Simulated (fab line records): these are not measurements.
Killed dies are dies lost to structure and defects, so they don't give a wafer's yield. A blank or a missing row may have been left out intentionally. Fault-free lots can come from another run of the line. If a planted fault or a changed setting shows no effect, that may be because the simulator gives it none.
Which tool is to blame?    flow sky130    Sampling: 14 lots, 42 wafers, 3 of 708 route steps

WHAT EACH GAUGE READ, for each wafer
SKY_VIA4_RS_MEAS_19: a four-point-probe measurement.
lot   measured      on             VIA4_W_RS (ohm/sq)
L140  day 42 22:42  film_metro-01  0.226 0.225 0.225
L141  day 43 07:26  film_metro-02  0.226 0.227 0.230
L142  day 43 15:26  film_metro-02  0.223 0.225 0.224
L143  day 44 00:28  film_metro-01  0.221 0.228 0.223
L144  day 44 07:26  film_metro-04  0.232 0.234 0.228
L145  day 44 17:49  film_metro-02  0.226 0.226 0.224
L146  day 44 23:59  film_metro-01  0.233 0.233 0.232
L147  day 45 06:10  film_metro-01  0.229 0.227 0.231
L148  day 45 07:14  film_metro-01  0.231 0.229 0.231
L151  day 46 02:30  film_metro-04  0.253 0.254 0.252
L152  day 46 10:34  film_metro-01  0.250 0.243 0.250
L153  day 46 18:03  film_metro-04  0.227 0.227 0.224
L161  day 48 11:41  film_metro-04  0.226 0.212 0.214
L162  day 48 16:15  film_metro-01  0.211 0.223 0.213

SKY_VIA4_THK_MEAS_20: measures by xrf.
lot   measured      on             VIA4_W_THK (nm)
L140  day 42 22:49  film_metro-01  505 506 505
L141  day 43 07:34  film_metro-02  508 507 498
L142  day 43 15:33  film_metro-02  516 510 514
L143  day 44 00:34  film_metro-01  521 509 520
L144  day 44 07:32  film_metro-04  495 491 504
L145  day 44 17:56  film_metro-02  504 504 510
L146  day 45 00:05  film_metro-01  490 490 493
L147  day 45 06:16  film_metro-01  497 503 492
L148  day 45 07:22  film_metro-01  493 499 495
L151  day 46 02:37  film_metro-04  452 447 452
L152  day 46 10:40  film_metro-01  454 467 454
L153  day 46 18:10  film_metro-04  504 505 511
L161  day 48 11:47  film_metro-04  505 539 536
L162  day 48 16:22  film_metro-01  544 512 540

EACH LOT AND THE TOOL THAT RAN IT (in order: tool; ch and the chambers of the sampled wafers; start)
lot   SKY_VIA4_CVD_18
L140  cvd_w-02 ch 1, day 42 22:32
L141  cvd_w-02 ch 0,1, day 43 07:17
L142  cvd_w-02 ch 0,1, day 43 15:17
L143  cvd_w-02 ch 0,1, day 44 00:19
L144  cvd_w-01 ch 0,1, day 44 07:16
L145  cvd_w-02 ch 0, day 44 17:39
L146  cvd_w-01 ch 0,1, day 44 23:50
L147  cvd_w-02 ch 1, day 45 05:59
L148  cvd_w-01 ch 0,1, day 45 07:05
L151  cvd_w-01 ch 0, day 46 02:11
L152  cvd_w-01 ch 0,1, day 46 10:23
L153  cvd_w-02 ch 0,1, day 46 17:53
L161  cvd_w-02 ch 0,1, day 48 11:32
L162  cvd_w-02 ch 0,1, day 48 16:06
- SKY_VIA4_CVD_18: deposits W, target thk 505 nm, time 152.14 s.

WHAT THE TOOLS THEMSELVES READ (means of the sampled wafers that have a number; where no wafer has one, the mark that the record gives instead)
SKY_VIA4_CVD_18.
lot   tool      heater_power_w (W)  susceptor_temp_C (C)
L140  cvd_w-02  884                 400.00
L141  cvd_w-02  827                 399.79
L142  cvd_w-02  838                 399.93
L143  cvd_w-02  775                 400.12
L144  cvd_w-01  864                 400.27
L145  cvd_w-02  726                 399.92
L146  cvd_w-01  876                 399.79
L147  cvd_w-02  877                 400.30
L148  cvd_w-01  875                 400.00
L151  cvd_w-01  862                 395.52
L152  cvd_w-01  834                 395.26
L153  cvd_w-02  826                 399.84
L161  cvd_w-02  799                 399.83
L162  cvd_w-02  779                 400.13

THE ANSWER, worked out from the rows above alone
Rule: the lots themselves supply what counts as usual. Put in order of their means at a reading, lots are off if they are a third of the lots or fewer, leave a main group of 4 or more, and stand apart from it by a gap of 3 or more times the standard deviation of the main group's means; of several such gaps the widest counts. The tables above print the reading to a certain number of digits; a main group whose means all agree to those digits is not used. A lot without any number at a reading at which 4 lots or more have one is off too. Where the step has rows for the other lots, those lots are counted as sound. Order of review: gauges by route order, followed by the tools' own readings, for which a lot's mean as printed above is used. At the first step where some lot is off, the reading lying furthest off is the one used; lots without a number count as furthest.
Off: L151, L152, seen at SKY_VIA4_RS_MEAS_19 (VIA4_W_RS). Main group: mean 0.226 ohm/sq, sd 0.0049.
If a tool, at a process step before that reading, ran all the lots that are off and no sound lot after the first of them, it fits. Not tried: the gauges at SKY_VIA4_RS_MEAS_19; whatever is off there is also off at SKY_VIA4_CVD_18, on other tools, and gauge error can't account for it. One fits: SKY_VIA4_CVD_18 on cvd_w-01. Its last sound lot is L148 (day 45 07:05), its first lot that is off L151 (day 46 02:11): a fault that began between those two fits.
The tool's own readings at SKY_VIA4_CVD_18 bear it out: on the lots that are off they differ by more than 5 times the standard deviation of the sound lots' means. susceptor_temp_C reads 395.39 C there against 399.99 C on the sound lots.

WHAT HAD BEEN PUT IN BY THE SIMULATOR
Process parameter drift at SKY_VIA4_CVD_18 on cvd_w-01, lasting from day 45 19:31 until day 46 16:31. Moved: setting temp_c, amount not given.
Shown lots that were struck: L151, L152. Same finding as the rule above.
